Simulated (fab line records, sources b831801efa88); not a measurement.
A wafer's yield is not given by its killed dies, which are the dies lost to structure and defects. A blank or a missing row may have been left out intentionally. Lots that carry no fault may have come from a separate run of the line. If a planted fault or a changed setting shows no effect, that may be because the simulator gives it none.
Problem report, 8D (eight disciplines) form, completed by code :: flow sky130 :: the parts of the form that need people (team, actions taken, sign-off) are left out

== 1. WHAT IS WRONG ==
Mean VIA1_W_RS at SKY_VIA1_RS_MEAS_22: 0.466 ohm/sq over 3 wafers in 3 lots; fault-free wafers: 0.429 ohm/sq, standard deviation 0.0045. Measured from the usual mean, that is +8.2 standard deviations.
The step: measures by four-point-probe.
First seen on wafer L797.6, day 36 16:32, on filmMetro-02. Wafers with a number at this step in the record: 36, from 12 lots. By rule, "out" or "out of limits" means more than 4 standard deviations away from the usual mean. Any other wafer with a number is counted as sound.

== 2. WHAT IT IS; WHAT IT IS NOT ==
question: which readings at this step
is: VIA1_W_RS
is not: -

question: which lots
is: L797, L800, L802
is not: L792, L794, L795, L801, L804, L809, L811, L812, L813

question: which wafers of those lots
is: L797.6, L800.3, L802.6
is not: L797.2, L797.4, L800.1, L800.5, L802.2, L802.4

question: read on which gauges
is: filmMetro-02, filmMetro-04
is not: filmMetro-03

question: when
is: from day 36 16:32
is not: up to then (11 sound wafers); but 22 sound wafers of L800, L801, L802, L804, L809, L811, L812, L813 came after

== 3. SUSPECTS, AND WHAT RULES EACH OUT ==
Counting: a tool at a process step up to the reading stays a suspect if it ran every lot that is out. Sound lots after the first of them don't rule it out here, since some wafers of a struck lot are sound.
- the gauge at SKY_VIA1_RS_MEAS_22 is ruled out. The wafers that are out were read on 2 gauges (filmMetro-02, filmMetro-04).
- cvdW-02 at SKY_VIA1_CVD_21 (deposits W, target thk 270 nm, time 80.902 s): kept. It processed each lot that is out (first: L797, day 36 16:25); up to then, its last sound lot is L795 (day 36 14:50).
Remaining after the count: cvdW-02 at SKY_VIA1_CVD_21.

== 4. THE CAUSE (what the simulator had put in) ==
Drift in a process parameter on cvdW-02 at SKY_VIA1_CVD_21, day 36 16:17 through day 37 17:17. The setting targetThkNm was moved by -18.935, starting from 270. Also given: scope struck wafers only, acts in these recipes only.
Counting left only this tool.

== 5. THE EFFECT CHAIN, in route order ==
One row per reading whose mean, taken over the struck wafers that have a number, lies over 3 standard deviations from the usual. Readings are gone through only where the record gives a usual standard deviation; hours: the median, over the lots, of the time from a lot's start at the first step in this table giving one to that lot's start at this step; sigmas: the change measured in usual standard deviations.
hours: 0
step: SKY_VIA1_RS_MEAS_22
reading: VIA1_W_RS
usual: 0.429 ohm/sq
on struck wafers: 0.466
change: +0.037
sigmas: +8.2

hours: 0
step: SKY_VIA1_THK_MEAS_23
reading: VIA1_W_THK
usual: 262.9 nm
on struck wafers: 243.5
change: -19.4
sigmas: -7.2

== 6. WHAT WOULD HAVE CAUGHT IT SOONER ==
In this record the first reading out of limits at a measuring or inspecting step was taken at day 36 16:32, 0 hours after the fault began at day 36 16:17.
An alarm limit of 4 standard deviations would not have fired on the tool readings at SKY_VIA1_CVD_21 for which the record gives a usual standard deviation, since none of them was out on any struck wafer.
Lots out: 3; of these, L800, L802 started SKY_VIA1_CVD_21 on cvdW-02 after day 36 16:32. A hold on the tool at that time would have spared those 2.
